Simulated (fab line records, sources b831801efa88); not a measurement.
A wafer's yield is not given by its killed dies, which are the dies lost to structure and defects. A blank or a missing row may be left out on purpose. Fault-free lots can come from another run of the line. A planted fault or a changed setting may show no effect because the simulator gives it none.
The tool behind it: which one? :: flow gf180mcu :: 72 wafers from 24 lots sampled at 6 of the route's 602 steps

== WHAT THE GAUGES READ, wafer by wafer ==
GF_M4_CD_MEAS_14: the cd target is 280 nm. Usual: cd-nm reads 280.0 nm (standard deviation 1).
lot: L074
measured: day 23 06:33
on: cd-sem-01
cd-nm (nm): 280.2 280.4 280.9
flag: 

lot: L075
measured: day 23 19:17
on: cd-sem-01
cd-nm (nm): 278.6 279.4 278.2
flag: 

lot: L076
measured: day 23 22:16
on: cd-sem-02
cd-nm (nm): 281.5 282.0 282.7
flag: 

lot: L077
measured: day 24 14:21
on: cd-sem-01
cd-nm (nm): 281.9 281.3 282.1
flag: 

lot: L078
measured: day 25 02:04
on: cd-sem-01
cd-nm (nm): 279.4 280.2 279.6
flag: 

lot: L079
measured: day 25 03:37
on: cd-sem-01
cd-nm (nm): 280.8 279.8 279.9
flag: 

lot: L080
measured: day 25 21:19
on: cd-sem-01
cd-nm (nm): 279.9 279.3 281.6
flag: 

lot: L081
measured: day 25 21:36
on: cd-sem-02
cd-nm (nm): 280.4 280.2 279.7
flag: 

lot: L082
measured: day 26 04:43
on: cd-sem-01
cd-nm (nm): 280.7 279.9 280.5
flag: 

lot: L083
measured: day 26 15:06
on: cd-sem-01
cd-nm (nm): 279.5 279.5 279.5
flag: 

lot: L084
measured: day 27 00:15
on: cd-sem-01
cd-nm (nm): 278.9 279.3 278.6
flag: 

lot: L085
measured: day 27 04:26
on: cd-sem-01
cd-nm (nm): 280.6 281.4 281.6
flag: 

lot: L086
measured: day 27 14:00
on: cd-sem-02
cd-nm (nm): 279.5 281.1 280.3
flag: 

lot: L087
measured: day 27 17:43
on: cd-sem-02
cd-nm (nm): 281.2 280.8 280.0
flag: 

lot: L088
measured: day 28 04:13
on: cd-sem-01
cd-nm (nm): 279.5 279.5 279.8
flag: 

lot: L089
measured: day 28 13:56
on: cd-sem-02
cd-nm (nm): 280.4 280.1 281.1
flag: 

lot: L090
measured: day 29 00:26
on: cd-sem-01
cd-nm (nm): 279.1 278.2 278.3
flag: 

lot: L091
measured: day 29 01:06
on: cd-sem-01
cd-nm (nm): 278.6 279.0 279.3
flag: 

lot: L092
measured: day 29 05:46
on: cd-sem-02
cd-nm (nm): 280.8 278.8 281.2
flag: 

lot: L093
measured: day 29 16:14
on: cd-sem-01
cd-nm (nm): 280.0 280.4 280.4
flag: 

lot: L094
measured: day 29 21:28
on: cd-sem-01
cd-nm (nm): 279.4 279.8 280.7
flag: 

lot: L095
measured: day 30 01:33
on: cd-sem-01
cd-nm (nm): 279.3 278.6 278.7
flag: 

lot: L096
measured: day 30 06:38
on: cd-sem-01
cd-nm (nm): 281.3 280.0 280.6
flag: 

lot: L097
measured: day 30 15:28
on: cd-sem-01
cd-nm (nm): 279.9 280.8 280.1
flag: 

GF_V4_THK_MEAS_25: measures by xrf. Usual: V4_W_THK 329 nm, standard deviation 7.6.
lot: L074
measured: day 24 07:30
on: film-metro-02
V4_W_THK (nm): 328 327 326
flag: 

lot: L075
measured: day 24 20:30
on: film-metro-02
V4_W_THK (nm): 340 334 336
flag: 

lot: L076
measured: day 24 22:54
on: film-metro-02
V4_W_THK (nm): 337 334 341
flag: 

lot: L077
measured: day 25 14:50
on: film-metro-02
V4_W_THK (nm): 341 328 335
flag: 

lot: L078
measured: day 26 01:55
on: film-metro-01
V4_W_THK (nm): 329 336 338
flag: 

lot: L079
measured: day 26 03:11
on: film-metro-02
V4_W_THK (nm): 336 325 336
flag: 

lot: L080
measured: day 26 20:57
on: film-metro-04
V4_W_THK (nm): 323 327 325
flag: 

lot: L081
measured: day 26 21:25
on: film-metro-01
V4_W_THK (nm): 321 325 335
flag: 

lot: L082
measured: day 27 03:47
on: film-metro-04
V4_W_THK (nm): 330 328 327
flag: 

lot: L083
measured: day 27 15:20
on: film-metro-02
V4_W_THK (nm): 322 322 320
flag: 

lot: L084
measured: day 27 22:25
on: film-metro-02
V4_W_THK (nm): 318 319 318
flag: 

lot: L085
measured: day 28 02:57
on: film-metro-04
V4_W_THK (nm): 325 329 327
flag: 

lot: L086
measured: day 28 11:42
on: film-metro-04
V4_W_THK (nm): 335 344 336
flag: 

lot: L087
measured: day 28 16:01
on: film-metro-01
V4_W_THK (nm): 323 326 318
flag: 

lot: L088
measured: day 29 01:55
on: film-metro-02
V4_W_THK (nm): 322 322 319
flag: 

lot: L089
measured: day 29 11:49
on: film-metro-04
V4_W_THK (nm): 341 338 329
flag: 

lot: L090
measured: day 29 21:37
on: film-metro-01
V4_W_THK (nm): 345 332 334
flag: 

lot: L091
measured: day 29 21:42
on: film-metro-02
V4_W_THK (nm): 324 324 322
flag: 

lot: L092
measured: day 30 03:17
on: film-metro-04
V4_W_THK (nm): 334 342 333
flag: 

lot: L093
measured: day 30 12:55
on: film-metro-01
V4_W_THK (nm): 318 321 318
flag: 

lot: L094
measured: day 30 17:55
on: film-metro-04
V4_W_THK (nm): 327 325 329
flag: 

lot: L095
measured: day 30 22:26
on: film-metro-02
V4_W_THK (nm): 317 322 313
flag: 

lot: L096
measured: day 31 03:21
on: film-metro-04
V4_W_THK (nm): 329 326 335
flag: 

lot: L097
measured: day 31 11:53
on: film-metro-04
V4_W_THK (nm): 321 321 323
flag: 

GF_TOP_METAL_THK_MEAS_06: measures by xrf. Usual: TOP_METAL_ALCU_THK 890 nm, standard deviation 11.
lot: L074
measured: day 27 02:30
on: film-metro-02
TOP_METAL_ALCU_THK (nm): 878 876 889
flag: 

lot: L075
measured: day 27 15:44
on: film-metro-03
TOP_METAL_ALCU_THK (nm): 880 871 876
flag: 

lot: L076
measured: day 27 17:01
on: film-metro-02
TOP_METAL_ALCU_THK (nm): 890 915 891
flag: 

lot: L077
measured: day 28 08:31
on: film-metro-04
TOP_METAL_ALCU_THK (nm): 900 895 895
flag: 

lot: L078
measured: day 28 18:23
on: film-metro-02
TOP_METAL_ALCU_THK (nm): 903 904 905
flag: 

lot: L079
measured: day 28 19:16
on: film-metro-03
TOP_METAL_ALCU_THK (nm): 884 896 893
flag: 

lot: L080
measured: day 29 13:17
on: film-metro-04
TOP_METAL_ALCU_THK (nm): 900 901 893
flag: 

lot: L081
measured: day 29 11:32
on: film-metro-04
TOP_METAL_ALCU_THK (nm): 911 909 893
flag: 

lot: L082
measured: day 29 18:16
on: film-metro-03
TOP_METAL_ALCU_THK (nm): 900 891 892
flag: 

lot: L083
measured: day 30 04:29
on: film-metro-02
TOP_METAL_ALCU_THK (nm): 872 879 889
flag: 

lot: L084
measured: day 30 10:32
on: film-metro-03
TOP_METAL_ALCU_THK (nm): 892 889 889
flag: 

lot: L085
measured: day 30 16:37
on: film-metro-03
TOP_METAL_ALCU_THK (nm): 897 881 881
flag: 

lot: L086
measured: day 30 23:41
on: film-metro-04
TOP_METAL_ALCU_THK (nm): 898 898 894
flag: 

lot: L087
measured: day 31 04:05
on: film-metro-03
TOP_METAL_ALCU_THK (nm): 881 908 891
flag: 

lot: L088
measured: day 31 13:19
on: film-metro-04
TOP_METAL_ALCU_THK (nm): 902 891 919
flag: 

lot: L089
measured: day 31 22:13
on: film-metro-04
TOP_METAL_ALCU_THK (nm): 870 877 890
flag: 

lot: L090
measured: day 32 06:52
on: film-metro-04
TOP_METAL_ALCU_THK (nm): 890 890 888
flag: 

lot: L091
measured: day 32 08:50
on: film-metro-03
TOP_METAL_ALCU_THK (nm): 876 882 886
flag: 

lot: L092
measured: day 32 11:25
on: film-metro-04
TOP_METAL_ALCU_THK (nm): 892 891 886
flag: 

lot: L093
measured: day 32 20:24
on: film-metro-02
TOP_METAL_ALCU_THK (nm): 892 900 886
flag: 

lot: L094
measured: day 33 00:29
on: film-metro-04
TOP_METAL_ALCU_THK (nm): 877 878 890
flag: 

lot: L095
measured: day 33 05:46
on: film-metro-03
TOP_METAL_ALCU_THK (nm): 877 900 876
flag: 

lot: L096
measured: day 33 10:18
on: film-metro-03
TOP_METAL_ALCU_THK (nm): 867 866 882
flag: 

lot: L097
measured: day 33 16:39
on: film-metro-03
TOP_METAL_ALCU_THK (nm): 887 898 895
flag: 

== WHAT TOOL EACH LOT RAN ON (gives the tool, then ch and the chambers of the sampled wafers, and finally the start) ==
lot: L074
GF_V4_CVD_23: cvd-w-01 ch 0,1, day 24 07:16
GF_V5_ETCH_17: rie-diel-02 ch 0,1,2, day 27 01:32 or earlier
GF_V5_SPUTTER_22: pvd-sputter-03, day 27 01:32

lot: L075
GF_V4_CVD_23: cvd-w-02 ch 1, day 24 20:13
GF_V5_ETCH_17: rie-diel-04 ch 0,1,2, day 27 14:45 or earlier
GF_V5_SPUTTER_22: pvd-sputter-04, day 27 14:45

lot: L076
GF_V4_CVD_23: cvd-w-02 ch 1, day 24 22:35
GF_V5_ETCH_17: rie-diel-02 ch 0,1, day 27 16:02 or earlier
GF_V5_SPUTTER_22: pvd-sputter-04, day 27 16:02

lot: L077
GF_V4_CVD_23: cvd-w-02 ch 0,1, day 25 14:36
GF_V5_ETCH_17: rie-diel-04 ch 0,1,2, day 28 07:33 or earlier
GF_V5_SPUTTER_22: pvd-sputter-03, day 28 07:33

lot: L078
GF_V4_CVD_23: cvd-w-02 ch 0,1, day 26 01:41
GF_V5_ETCH_17: rie-diel-04 ch 0,2,3, day 28 17:25 or earlier
GF_V5_SPUTTER_22: pvd-sputter-04, day 28 17:25

lot: L079
GF_V4_CVD_23: cvd-w-02 ch 0,1, day 26 02:57
GF_V5_ETCH_17: rie-diel-04 ch 0,1,3, day 28 18:18 or earlier
GF_V5_SPUTTER_22: pvd-sputter-02, day 28 18:18

lot: L080
GF_V4_CVD_23: cvd-w-01 ch 0,1, day 26 20:43
GF_V5_ETCH_17: rie-diel-04 ch 2,3, day 29 12:12 or earlier
GF_V5_SPUTTER_22: pvd-sputter-02, day 29 12:12

lot: L081
GF_V4_CVD_23: cvd-w-02 ch 0,1, day 26 21:11
GF_V5_ETCH_17: rie-diel-04 ch 0,1,3, day 29 10:34 or earlier
GF_V5_SPUTTER_22: pvd-sputter-02, day 29 10:34

lot: L082
GF_V4_CVD_23: cvd-w-02 ch 0, day 27 03:34
GF_V5_ETCH_17: rie-diel-02 ch 0,1,2, day 29 17:18 or earlier
GF_V5_SPUTTER_22: pvd-sputter-04, day 29 17:18

lot: L083
GF_V4_CVD_23: cvd-w-01 ch 0,1, day 27 15:07
GF_V5_ETCH_17: rie-diel-01 ch 1,2,3, day 30 03:31 or earlier
GF_V5_SPUTTER_22: pvd-sputter-03, day 30 03:31

lot: L084
GF_V4_CVD_23: cvd-w-01 ch 0,1, day 27 22:11
GF_V5_ETCH_17: rie-diel-04 ch 0,1,2, day 30 09:33 or earlier
GF_V5_SPUTTER_22: pvd-sputter-02, day 30 09:33

lot: L085
GF_V4_CVD_23: cvd-w-01 ch 0,1, day 28 02:42
GF_V5_ETCH_17: rie-diel-02 ch 0,2,3, day 30 15:26 or earlier
GF_V5_SPUTTER_22: pvd-sputter-02, day 30 15:26

lot: L086
GF_V4_CVD_23: cvd-w-02 ch 0,1, day 28 11:28
GF_V5_ETCH_17: rie-diel-01 ch 0,1,3, day 30 22:41 or earlier
GF_V5_SPUTTER_22: pvd-sputter-04, day 30 22:41

lot: L087
GF_V4_CVD_23: cvd-w-01 ch 0,1, day 28 15:47
GF_V5_ETCH_17: rie-diel-01 ch 0,1,2, day 31 03:07 or earlier
GF_V5_SPUTTER_22: pvd-sputter-03, day 31 03:07

lot: L088
GF_V4_CVD_23: cvd-w-01 ch 0,1, day 29 01:41
GF_V5_ETCH_17: rie-diel-02 ch 2,3, day 31 12:21 or earlier
GF_V5_SPUTTER_22: pvd-sputter-02, day 31 12:21

lot: L089
GF_V4_CVD_23: cvd-w-02 ch 0,1, day 29 11:36
GF_V5_ETCH_17: rie-diel-04 ch 0,2,3, day 31 21:13 or earlier
GF_V5_SPUTTER_22: pvd-sputter-04, day 31 21:13

lot: L090
GF_V4_CVD_23: cvd-w-02 ch 0,1, day 29 21:22
GF_V5_ETCH_17: rie-diel-02 ch 2,3, day 32 05:53 or earlier
GF_V5_SPUTTER_22: pvd-sputter-02, day 32 05:53

lot: L091
GF_V4_CVD_23: cvd-w-01 ch 0,1, day 29 21:28
GF_V5_ETCH_17: rie-diel-01 ch 1,3, day 32 07:52 or earlier
GF_V5_SPUTTER_22: pvd-sputter-02, day 32 07:52

lot: L092
GF_V4_CVD_23: cvd-w-02 ch 0,1, day 30 03:02
GF_V5_ETCH_17: rie-diel-04 ch 0,1,2, day 32 10:24 or earlier
GF_V5_SPUTTER_22: pvd-sputter-04, day 32 10:24

lot: L093
GF_V4_CVD_23: cvd-w-01 ch 0,1, day 30 12:41
GF_V5_ETCH_17: rie-diel-04 ch 0,1,3, day 32 19:26 or earlier
GF_V5_SPUTTER_22: pvd-sputter-02, day 32 19:26

lot: L094
GF_V4_CVD_23: cvd-w-01 ch 0,1, day 30 17:40
GF_V5_ETCH_17: rie-diel-01 ch 0,1,3, day 32 23:31 or earlier
GF_V5_SPUTTER_22: pvd-sputter-03, day 32 23:31

lot: L095
GF_V4_CVD_23: cvd-w-01 ch 1, day 30 22:11
GF_V5_ETCH_17: rie-diel-04 ch 0,1, day 33 04:47 or earlier
GF_V5_SPUTTER_22: pvd-sputter-02, day 33 04:47

lot: L096
GF_V4_CVD_23: cvd-w-02 ch 0,1, day 31 03:07
GF_V5_ETCH_17: rie-diel-01 ch 0,2,3, day 33 08:52 or earlier
GF_V5_SPUTTER_22: pvd-sputter-02, day 33 08:52

lot: L097
GF_V4_CVD_23: cvd-w-01 ch 0,1, day 31 11:38
GF_V5_ETCH_17: rie-diel-01 ch 1,2,3, day 33 15:40 or earlier
GF_V5_SPUTTER_22: pvd-sputter-04, day 33 15:40
- GF_V4_CVD_23: deposits W, target thk 350 nm, time 104.9 s.
- GF_V5_ETCH_17: etches SiO2 in C4F8/O2/Ar, stops on TiN, target depth 855 nm.
- GF_V5_SPUTTER_22: material TiN, target thk 10 nm, time 40 s.

== AS READ BY THE TOOLS THEMSELVES (means over the sampled wafers that have a number; for cases with no such wafer, the mark the record gives instead) ==
GF_V4_CVD_23. Usual: chamber-pressure-Torr 40.00 Torr, standard deviation 0.088; heater-power-outer-w 465 W, standard deviation 32; heater-power-w 780 W, standard deviation 37.
lot: L074
tool: cvd-w-01
chamber-pressure-Torr (Torr): 39.87
heater-power-outer-w (W): 442
heater-power-w (W): 731
flag: 

lot: L075
tool: cvd-w-02
chamber-pressure-Torr (Torr): 40.03
heater-power-outer-w (W): 508
heater-power-w (W): 805
flag: 

lot: L076
tool: cvd-w-02
chamber-pressure-Torr (Torr): 40.12
heater-power-outer-w (W): 506
heater-power-w (W): 807
flag: 

lot: L077
tool: cvd-w-02
chamber-pressure-Torr (Torr): 39.97
heater-power-outer-w (W): 478
heater-power-w (W): 816
flag: 

lot: L078
tool: cvd-w-02
chamber-pressure-Torr (Torr): 40.04
heater-power-outer-w (W): 482
heater-power-w (W): 804
flag: 

lot: L079
tool: cvd-w-02
chamber-pressure-Torr (Torr): 40.01
heater-power-outer-w (W): 492
heater-power-w (W): 792
flag: 

lot: L080
tool: cvd-w-01
chamber-pressure-Torr (Torr): 40.01
heater-power-outer-w (W): 445
heater-power-w (W): 732
flag: 

lot: L081
tool: cvd-w-02
chamber-pressure-Torr (Torr): 40.12
heater-power-outer-w (W): 458
heater-power-w (W): 807
flag: 

lot: L082
tool: cvd-w-02
chamber-pressure-Torr (Torr): 40.11
heater-power-outer-w (W): 439
heater-power-w (W): 811
flag: 

lot: L083
tool: cvd-w-01
chamber-pressure-Torr (Torr): 40.02
heater-power-outer-w (W): 445
heater-power-w (W): 742
flag: 

lot: L084
tool: cvd-w-01
chamber-pressure-Torr (Torr): 39.99
heater-power-outer-w (W): 451
heater-power-w (W): 741
flag: 

lot: L085
tool: cvd-w-01
chamber-pressure-Torr (Torr): 40.01
heater-power-outer-w (W): 445
heater-power-w (W): 733
flag: 

lot: L086
tool: cvd-w-02
chamber-pressure-Torr (Torr): 39.91
heater-power-outer-w (W): 471
heater-power-w (W): 803
flag: 

lot: L087
tool: cvd-w-01
chamber-pressure-Torr (Torr): 40.03
heater-power-outer-w (W): 451
heater-power-w (W): 740
flag: 

lot: L088
tool: cvd-w-01
chamber-pressure-Torr (Torr): 39.93
heater-power-outer-w (W): 442
heater-power-w (W): 739
flag: 

lot: L089
tool: cvd-w-02
chamber-pressure-Torr (Torr): 40.04
heater-power-outer-w (W): 492
heater-power-w (W): 803
flag: 

lot: L090
tool: cvd-w-02
chamber-pressure-Torr (Torr): 39.99
heater-power-outer-w (W): 462
heater-power-w (W): 806
flag: 

lot: L091
tool: cvd-w-01
chamber-pressure-Torr (Torr): 39.97
heater-power-outer-w (W): 449
heater-power-w (W): 750
flag: 

lot: L092
tool: cvd-w-02
chamber-pressure-Torr (Torr): 40.05
heater-power-outer-w (W): 460
heater-power-w (W): 806
flag: 

lot: L093
tool: cvd-w-01
chamber-pressure-Torr (Torr): 39.94
heater-power-outer-w (W): 454
heater-power-w (W): 773
flag: 

lot: L094
tool: cvd-w-01
chamber-pressure-Torr (Torr): 40.09
heater-power-outer-w (W): 445
heater-power-w (W): 746
flag: 

lot: L095
tool: cvd-w-01
chamber-pressure-Torr (Torr): 39.93
heater-power-outer-w (W): 463
heater-power-w (W): 776
flag: 

lot: L096
tool: cvd-w-02
chamber-pressure-Torr (Torr): 40.03
heater-power-outer-w (W): 463
heater-power-w (W): 822
flag: 

lot: L097
tool: cvd-w-01
chamber-pressure-Torr (Torr): 40.00
heater-power-outer-w (W): 451
heater-power-w (W): 738
flag: 

GF_V5_ETCH_17. Usual: chamber-pressure-mTorr 40.00 mTorr, standard deviation 0.036; oes-product-au 0.859 a.u., standard deviation 0.0046.
lot: L074
tool: rie-diel-02
chamber-pressure-mTorr (mTorr): 40.00
oes-product-au (a.u.): 0.856
flag: 

lot: L075
tool: rie-diel-04
chamber-pressure-mTorr (mTorr): 39.99
oes-product-au (a.u.): 0.861
flag: 

lot: L076
tool: rie-diel-02
chamber-pressure-mTorr (mTorr): 39.99
oes-product-au (a.u.): 0.855
flag: 

lot: L077
tool: rie-diel-04
chamber-pressure-mTorr (mTorr): 39.99
oes-product-au (a.u.): 0.860
flag: 

lot: L078
tool: rie-diel-04
chamber-pressure-mTorr (mTorr): 40.01
oes-product-au (a.u.): 0.859
flag: 

lot: L079
tool: rie-diel-04
chamber-pressure-mTorr (mTorr): 40.02
oes-product-au (a.u.): 0.854
flag: 

lot: L080
tool: rie-diel-04
chamber-pressure-mTorr (mTorr): 39.98
oes-product-au (a.u.): 0.859
flag: 

lot: L081
tool: rie-diel-04
chamber-pressure-mTorr (mTorr): 39.99
oes-product-au (a.u.): 0.860
flag: 

lot: L082
tool: rie-diel-02
chamber-pressure-mTorr (mTorr): 40.02
oes-product-au (a.u.): 0.852
flag: 

lot: L083
tool: rie-diel-01
chamber-pressure-mTorr (mTorr): 39.99
oes-product-au (a.u.): 0.861
flag: 

lot: L084
tool: rie-diel-04
chamber-pressure-mTorr (mTorr): 40.00
oes-product-au (a.u.): 0.861
flag: 

lot: L085
tool: rie-diel-02
chamber-pressure-mTorr (mTorr): 40.01
oes-product-au (a.u.): 0.859
flag: 

lot: L086
tool: rie-diel-01
chamber-pressure-mTorr (mTorr): 40.01
oes-product-au (a.u.): 0.864
flag: 

lot: L087
tool: rie-diel-01
chamber-pressure-mTorr (mTorr): 39.99
oes-product-au (a.u.): 0.862
flag: 

lot: L088
tool: rie-diel-02
chamber-pressure-mTorr (mTorr): 40.00
oes-product-au (a.u.): 0.863
flag: 

lot: L089
tool: rie-diel-04
chamber-pressure-mTorr (mTorr): 40.02
oes-product-au (a.u.): 0.857
flag: 

lot: L090
tool: rie-diel-02
chamber-pressure-mTorr (mTorr): 40.00
oes-product-au (a.u.): 0.856
flag: 

lot: L091
tool: rie-diel-01
chamber-pressure-mTorr (mTorr): 39.99
oes-product-au (a.u.): 0.862
flag: 

lot: L092
tool: rie-diel-04
chamber-pressure-mTorr (mTorr): 39.99
oes-product-au (a.u.): 0.858
flag: 

lot: L093
tool: rie-diel-04
chamber-pressure-mTorr (mTorr): 39.99
oes-product-au (a.u.): 0.861
flag: 

lot: L094
tool: rie-diel-01
chamber-pressure-mTorr (mTorr): 40.04
oes-product-au (a.u.): 0.859
flag: 

lot: L095
tool: rie-diel-04
chamber-pressure-mTorr (mTorr): 40.04
oes-product-au (a.u.): 0.858
flag: 

lot: L096
tool: rie-diel-01
chamber-pressure-mTorr (mTorr): 40.03
oes-product-au (a.u.): 0.859
flag: 

lot: L097
tool: rie-diel-01
chamber-pressure-mTorr (mTorr): 40.02
oes-product-au (a.u.): 0.861
flag: 

GF_V5_SPUTTER_22. Usual: throttle-valve-pct reads 30.3 % (standard deviation 1).
lot: L074
tool: pvd-sputter-03
throttle-valve-pct (%): 30.6
flag: 

lot: L075
tool: pvd-sputter-04
throttle-valve-pct (%): 29.7
flag: 

lot: L076
tool: pvd-sputter-04
throttle-valve-pct (%): 29.3
flag: 

lot: L077
tool: pvd-sputter-03
throttle-valve-pct (%): 30.5
flag: 

lot: L078
tool: pvd-sputter-04
throttle-valve-pct (%): 29.7
flag: 

lot: L079
tool: pvd-sputter-02
throttle-valve-pct (%): 30.5
flag: 

lot: L080
tool: pvd-sputter-02
throttle-valve-pct (%): 31.1
flag: 

lot: L081
tool: pvd-sputter-02
throttle-valve-pct (%): 30.2
flag: 

lot: L082
tool: pvd-sputter-04
throttle-valve-pct (%): 29.6
flag: 

lot: L083
tool: pvd-sputter-03
throttle-valve-pct (%): 30.2
flag: 

lot: L084
tool: pvd-sputter-02
throttle-valve-pct (%): 30.4
flag: 

lot: L085
tool: pvd-sputter-02
throttle-valve-pct (%): 29.9
flag: 

lot: L086
tool: pvd-sputter-04
throttle-valve-pct (%): 29.4
flag: 

lot: L087
tool: pvd-sputter-03
throttle-valve-pct (%): 30.8
flag: 

lot: L088
tool: pvd-sputter-02
throttle-valve-pct (%): 30.5
flag: 

lot: L089
tool: pvd-sputter-04
throttle-valve-pct (%): 29.5
flag: 

lot: L090
tool: pvd-sputter-02
throttle-valve-pct (%): 31.3
flag: 

lot: L091
tool: pvd-sputter-02
throttle-valve-pct (%): 30.9
flag: 

lot: L092
tool: pvd-sputter-04
throttle-valve-pct (%): 29.3
flag: 

lot: L093
tool: pvd-sputter-02
throttle-valve-pct (%): 31.1
flag: 

lot: L094
tool: pvd-sputter-03
throttle-valve-pct (%): 30.5
flag: 

lot: L095
tool: pvd-sputter-02
throttle-valve-pct (%): 29.5
flag: 

lot: L096
tool: pvd-sputter-02
throttle-valve-pct (%): 30.2
flag: 

lot: L097
tool: pvd-sputter-04
throttle-valve-pct (%): 29.3
flag: 

== THE ANSWER, worked out from the rows above alone ==
Rule: lot off if the mean of its wafers having a number is beyond 3 standard deviations from the usual mean. Also off: a lot with no number at a reading for which 4 or more lots have one. The other lots that the step has rows for count as sound. First the gauges in route order, then the tools' own readings, where a lot's mean is used as printed above. At the first step where some lot is off, the reading lying furthest off is the one used; lots without a number count as furthest.
Nothing can be told from this: no lot is off at any reading shown.

== WHAT WAS PUT IN BY THE SIMULATOR ==
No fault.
